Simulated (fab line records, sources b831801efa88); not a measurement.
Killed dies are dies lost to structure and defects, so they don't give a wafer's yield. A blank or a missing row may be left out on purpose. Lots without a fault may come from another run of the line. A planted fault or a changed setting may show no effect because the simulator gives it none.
One fault seen from 2 desks | flow gf180mcu | each desk has only its own numbers; what lay behind them comes last

THE TOOL OWNER'S DESK: pvd_sputter-04
The tool's own readings at GF_MIM_SPUTTER_00 (material Ti, target thk 37.5 nm, time 150 s): means of the sampled wafers that have a number, for each lot that ran on this tool. A lot is out of limits, marked OUT, if its mean lies more than 4 standard deviations from the usual mean; the brackets give that distance.
Columns: A = chamber_pressure_pa at GF_MIM_SPUTTER_00, usual 1.999 Pa; B = throttle_valve_pct at GF_MIM_SPUTTER_00, usual 30.3 %
lot  | first seen here | A     | B
L698 | day 28 14:43    | 2.005 | 30.6
L702 | day 29 18:47    | 2.000 | 31.0
L705 | day 30 15:08    | 1.998 | 30.9
This desk's finding: nothing out of limits on any of the 3 lots.

THE METROLOGY DESK
What the gauges read, lot by lot, whatever tool the lot ran on: means of the sampled wafers that have a number. A lot is out of limits, marked OUT, if its mean lies more than 4 standard deviations from the usual mean; the brackets give that distance.
Columns: A = V5_CVD_00_THK at GF_V5_THK_MEAS_01, usual 297.8 nm; B = V5_CVD_02_THK at GF_V5_THK_MEAS_03, usual 1447 nm; C = PASSIVATION_BOW at GF_PASSIVATION_BOW_MEAS_14, usual 136 um
lot  | first seen here | A     | B    | C
L685 | day 26 09:04    | 296.8 | 1412 | 135
L686 | day 26 17:20    | 297.2 | 1459 | 128
L687 | day 26 20:06    | 294.3 | 1481 | 119
L688 | day 27 02:46    | 295.9 | 1438 | 146
L689 | day 27 14:32    | 297.3 | 1447 | 136
L690 | day 28 01:11    | 297.1 | 1431 | 159
L691 | day 28 08:22    | 297.4 | 1472 | 123
L693 | day 28 23:00    | 296.8 | 1456 | 146
L694 | day 29 06:26    | 298.2 | 1434 | 139
L695 | day 29 12:36    | 299.4 | 1437 | 136
L698 | day 30 06:23    | 298.6 | 1446 | 125
L702 | day 31 08:11    | 294.1 | 1427 | 145
L705 | day 32 04:01    | 297.2 | 1454 | 138
This desk's finding: nothing out of limits on any of the 13 lots.

PUT TOGETHER
The tool owner's desk saw nothing out of limits.
The metrology desk saw nothing out of limits.

WHAT THE SIMULATOR HAD PUT IN
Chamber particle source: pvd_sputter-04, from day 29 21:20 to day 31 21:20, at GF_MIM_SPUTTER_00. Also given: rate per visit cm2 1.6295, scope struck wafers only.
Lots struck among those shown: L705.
